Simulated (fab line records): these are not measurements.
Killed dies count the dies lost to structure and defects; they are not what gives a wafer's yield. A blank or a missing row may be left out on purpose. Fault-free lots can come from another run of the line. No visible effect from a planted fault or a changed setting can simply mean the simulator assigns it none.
Matching of chambers | flow gf180mcu | hdpcvd-01 running GF_CONTACT_CVD_00: 3 sister chambers
The step deposits SiO2, target thk 300 nm, time 50 s. 14 wafers are shown with their chamber, then 7 later ones without.

## WAFERS PAIRED WITH THEIR CHAMBERS
wafer  | chamber | pressureMtorr (mTorr) | sih4FlowSccm (sccm)
L114.2 | 2       | 6.006                 | 59.71
L114.4 | 1       | 6.015                 | 59.81
L114.6 | 0       | 5.999                 | 59.87
L117.1 | 0       | 6.001                 | 60.20
L117.4 | 1       | 6.005                 | 59.93
L117.6 | 2       | 6.004                 | 59.86
L123.1 | 0       | 6.014                 | 60.25
L123.3 | 1       | 5.997                 | 60.05
L123.5 | 1       | 5.999                 | 60.31
L124.1 | 0       | 6.017                 | 60.16
L124.2 | 1       | 6.006                 | 59.95
L124.3 | 2       | 5.972                 | 60.12
L125.3 | 1       | 5.993                 | 59.67
L125.5 | 0       | 6.017                 | 59.92

SIGNATURES (means of the wafers above)
reading       | chamber 0 | chamber 1 | chamber 2 | scatter within a chamber
pressureMtorr | 6.00960   | 6.00250   | 5.99400   | 0.0111
sih4FlowSccm  | 60.0800   | 59.9533   | 59.8967   | 0.201
Rule: a wafer's distance from a chamber is the root of the sum, over the readings, of the square of ((its reading less the chamber's mean) divided by the reading's scatter). The wafer belongs to the nearest chamber; if the next one is less than 2 further off, it can't be placed. How the scatter is found: for the shown wafers, subtract from each reading the mean of its chamber, square and add these, divide the total by (wafers less chambers), then take the root.

## WAFERS WITH NO CHAMBER GIVEN
wafer  | pressureMtorr (mTorr) | sih4FlowSccm (sccm)
L125.6 | 6.008                 | 59.90
L127.2 | 5.999                 | 59.98
L127.4 | 6.018                 | 60.54
L127.6 | 6.001                 | 59.93
L131.2 | 5.997                 | 60.14
L131.4 | 6.011                 | 60.10
L131.6 | 5.995                 | 59.93

## THE CHAMBER EACH PASSED THROUGH
wafer  | from the rows above          | in truth
L125.6 | can't be placed: 1 or 0 or 2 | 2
L127.2 | can't be placed: 1 or 2 or 0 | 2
L127.4 | can't be placed: 0 or 1 or 2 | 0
L127.6 | can't be placed: 1 or 2 or 0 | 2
L131.2 | can't be placed: 1 or 0 or 2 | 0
L131.4 | can't be placed: 0 or 1 or 2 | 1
L131.6 | can't be placed: 2 or 1 or 0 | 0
Correct placement for 0 of the 7. These rows do not allow placing 7 (true chamber among the candidates in 7). Number placed wrongly: 0.
